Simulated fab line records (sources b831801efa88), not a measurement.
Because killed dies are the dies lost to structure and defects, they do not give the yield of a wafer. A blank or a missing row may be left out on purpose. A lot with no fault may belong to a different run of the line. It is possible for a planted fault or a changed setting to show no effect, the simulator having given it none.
Chamber matching ; flow sky130 ; SKY_POLY_GATE_ETCH_16 on rie-diel-01: 4 sister chambers
The step etches Si3N4 in CH3F/O2, stops on poly-Si, time 147.5 s, target depth 75 nm. 18 wafers are shown with their chamber, then 9 later ones without.

== EACH WAFER AND ITS CHAMBER ==
wafer;chamber;drypump-motor-current-A (A);oes-product-au (a.u.);throttle-valve-pct (%)
L080.1;2;6.1;0.634;10.539
L080.5;2;6.1;0.633;10.537
L080.6;3;5.1;0.643;10.528
L078.2;0;5.8;0.645;10.545
L078.4;2;6.1;0.639;10.527
L078.5;2;6.0;0.634;10.546
L086.2;2;6.1;0.643;10.542
L086.3;0;5.8;0.652;10.548
L086.6;1;6.6;0.638;10.546
L089.1;0;5.8;0.643;10.536
L089.5;2;6.1;0.645;10.533
L089.6;1;6.7;0.644;10.536
L091.3;1;6.7;0.654;10.529
L091.5;3;5.1;0.638;10.537
L091.6;2;6.1;0.643;10.537
L092.2;2;6.1;0.641;10.544
L092.5;1;6.7;0.650;10.526
L092.6;2;6.1;0.631;10.535

SIGNATURES, as means of the wafers listed above
reading;chamber 0;chamber 1;chamber 2;chamber 3;scatter within a chamber
drypump-motor-current-A;5.800;6.675;6.089;5.100;0.0342
oes-product-au;0.64667;0.64650;0.63811;0.64050;0.00547
throttle-valve-pct;10.54300;10.53425;10.53778;10.53250;0.0067
Rule: for a wafer and a chamber, the distance is found by dividing, reading by reading, the gap between the wafer's reading and the chamber's mean by the reading's scatter, squaring, summing and taking the root. The wafer belongs to the nearest chamber; if the next one is less than 2 further off, it can't be placed. The scatter is the square root of a quotient: the sum, over the shown wafers, of each reading's squared deviation from its chamber's mean, divided by wafers minus chambers.

== WAFERS WITH NO CHAMBER GIVEN ==
wafer;drypump-motor-current-A (A);oes-product-au (a.u.);throttle-valve-pct (%)
L095.1;6.1;0.641;10.546
L095.5;6.6;0.638;10.545
L095.6;5.8;0.636;10.522
L096.2;6.7;0.646;10.536
L096.4;6.1;0.635;10.542
L096.5;5.2;0.636;10.535
L097.3;6.7;0.640;10.536
L097.4;5.8;0.642;10.540
L097.5;6.1;0.644;10.535

== CHAMBER TAKEN BY EACH ==
wafer;from the rows above;in truth
L095.1;2;2
L095.5;1;1
L095.6;0;0
L096.2;1;1
L096.4;2;2
L096.5;3;3
L097.3;1;1
L097.4;0;0
L097.5;2;2
Correct placement for 9 of the 9. Number that these rows cannot place: 0. Placed wrongly: 0.
